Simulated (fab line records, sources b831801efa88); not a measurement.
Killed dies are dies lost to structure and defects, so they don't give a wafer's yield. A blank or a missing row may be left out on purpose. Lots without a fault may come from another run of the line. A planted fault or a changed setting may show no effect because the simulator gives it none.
Problem report in the 8D (eight disciplines) form, filled by code | flow gf180mcu | the parts of the form that need people (team, actions taken, sign-off) are left out

1. THE PROBLEM
oes_product_au at GF_M5_ETCH_09 reads a mean of 1.196 a.u. on 1 wafer of 1 lot; wafers without a fault read 0.997 a.u. with a standard deviation of 0.01. That is +20 standard deviations from the usual mean.
The step: etches Si3N4 in CF4/O2, target depth 52 nm, time 11.6 s.
First seen on wafer L363.2, day 31 02:17, on rie_diel-01. The record holds 15 wafers of 5 lots with a number at this step. Rule for "out", or "out of limits": more than 4 standard deviations from the usual mean. The other wafers with a number count as sound.

2. WHAT IT IS AND WHAT IT IS NOT
question                    | is                                 | is not
which readings at this step | oes_product_au, throttle_valve_pct | drypump_motor_current_A
which lots                  | L363                               | L353, L355, L362, L371
which wafers of those lots  | L363.2                             | L363.3, L363.6
read on which tools         | rie_diel-01                        | rie_diel-03
when                        | from day 31 02:17                  | up to then (11 sound wafers); but 3 sound wafers of L371 came after

3. SUSPECTS, AND WHAT RULES EACH OUT
Counting: a tool at a process step up to the reading stays a suspect if it ran every lot that is out. Sound lots after the first of them don't rule it out here, since some wafers of a struck lot are sound.
- plasma_asher-02 at GF_MIM_STRIP_20 (strips in O2/N2): kept. It ran the lot that is out, L363 (day 30 08:00); its last sound lot up to then is L362 (day 30 07:00).
- rie_diel-01 at GF_M5_ETCH_09 (etches Si3N4 in CF4/O2, target depth 52 nm, time 11.6 s): kept. It ran the lot that is out, L363 (day 31 02:17); its last sound lot up to then is L355 (day 28 07:28). Its own readings are out on those wafers: oes_product_au, throttle_valve_pct.
- Within rie_diel-01 at GF_M5_ETCH_09: the wafers that are out ran in chamber 3; their sound lot-mates ran in chambers 0, 1.
Left after counting: plasma_asher-02 at GF_MIM_STRIP_20, rie_diel-01 at GF_M5_ETCH_09.

4. THE CAUSE (what the simulator had put in)
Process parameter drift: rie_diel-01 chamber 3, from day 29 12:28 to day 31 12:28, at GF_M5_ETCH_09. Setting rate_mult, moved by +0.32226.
Counting left 2 suspects, and this tool is among them.

5. THE CHAIN OF EFFECTS, in route order
Each row: a reading whose mean over the struck wafers that have a number lies more than 3 standard deviations from the usual. Only readings for which the record gives a usual standard deviation are gone through. hours: the time from each lot's start at the first step in this table that gives one to its start at this step, as a median over the lots. sigmas: the change in usual standard deviations.
hours | step          | reading            | usual      | on struck wafers | change | sigmas
0     | GF_M5_ETCH_09 | oes_product_au     | 0.997 a.u. | 1.196            | +0.199 | +20
0     | GF_M5_ETCH_09 | throttle_valve_pct | 5.969 %    | 6.024            | +0.055 | +5.7
The process steps in it:
- GF_M5_ETCH_09: etches Si3N4 in CF4/O2, target depth 52 nm, time 11.6 s.

6. WHAT WOULD HAVE CAUGHT IT SOONER
In this record the first reading out of limits was taken at day 31 02:17, 38 hours after the fault began at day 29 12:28.
